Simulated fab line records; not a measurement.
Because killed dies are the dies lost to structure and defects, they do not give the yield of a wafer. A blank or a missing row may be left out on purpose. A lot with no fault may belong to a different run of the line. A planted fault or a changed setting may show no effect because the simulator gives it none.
Which tool was responsible? | flow gf180mcu | 7 lots, 19 wafers sampled, at 3 steps of a route of 602

== WHAT THE GAUGES READ, wafer by wafer ==
GF_PASSIVATION_THK_MEAS_01.
lot  | measured     | on           | PASSIVATION_CVD_00_THK (nm)
L755 | day 29 15:36 | filmMetro-01 | 1006 1005 1006
L757 | day 30 09:37 | filmMetro-01 | 1321 997 1321 998
L762 | day 31 09:29 | filmMetro-01 | 997 1331 997 1331
L767 | day 32 18:08 | filmMetro-01 | 994 988 1008
L769 | day 33 05:58 | filmMetro-01 | 985 997 1007
L772 | day 33 20:42 | filmMetro-01 | 999 991 1012
L774 | day 34 11:47 | filmMetro-03 | 994 999 1017

== WHAT TOOL EACH LOT RAN ON (gives the tool, then ch and the chambers of the sampled wafers, and finally the start) ==
lot  | GF_M4_SPUTTER_00            | GF_PASSIVATION_CVD_00
L755 | pvdSputter-01, day 24 04:11 | pecvd-02 ch 0,1,2, day 29 15:32
L757 | pvdSputter-02, day 25 01:01 | pecvd-02 ch 1,2, day 30 09:32
L762 | pvdSputter-02, day 26 04:51 | pecvd-02 ch 1, day 31 09:25
L767 | pvdSputter-01, day 27 18:38 | pecvd-03 ch 0,1,2, day 32 18:04
L769 | pvdSputter-02, day 28 08:39 | pecvd-03 ch 0,1,2, day 33 05:52
L772 | pvdSputter-01, day 29 00:55 | pecvd-03 ch 0,1,2, day 33 20:35
L774 | pvdSputter-03, day 29 19:33 | pecvd-04 ch 0,1, day 34 11:41
- GF_M4_SPUTTER_00: material Ti, target thk 37.5 nm, time 150 s.
- GF_PASSIVATION_CVD_00: deposits SiO2 from TEOS, target thk 1000 nm, time 111.95 s.

== THE ANSWER, worked out from the rows above alone ==
Rule: the lots themselves supply what counts as usual. Put in order of their means at a reading, lots are off if they are a third of the lots or fewer, leave a main group of 4 or more, and stand apart from it by a gap of 3 or more times the standard deviation of the main group's means; of several such gaps the widest counts. Not used: any main group whose means are identical at the precision the tables above print for the reading. Also off: a lot with no number at a reading for which 4 or more lots have one. Where the step has rows for the other lots, those lots are counted as sound.
Off: L757, L762, seen at GF_PASSIVATION_THK_MEAS_01 (PASSIVATION_CVD_00_THK). Mean 1001 nm and standard deviation 3.7 in the main group.
A tool fits if, at a process step before that reading, it ran every lot that is off, and no sound lot after the first of them. The gauges at GF_PASSIVATION_THK_MEAS_01 are tried like those tools. One candidate fits, namely pecvd-02 at GF_PASSIVATION_CVD_00. A fault onset in the window from L755 (day 29 15:32, its last sound lot) to L757 (day 30 09:32, its first lot off) fits.

== WHAT HAD BEEN PUT IN BY THE SIMULATOR ==
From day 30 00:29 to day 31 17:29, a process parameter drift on pecvd-02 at GF_PASSIVATION_CVD_00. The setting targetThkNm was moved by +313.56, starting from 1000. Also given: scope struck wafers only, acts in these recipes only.
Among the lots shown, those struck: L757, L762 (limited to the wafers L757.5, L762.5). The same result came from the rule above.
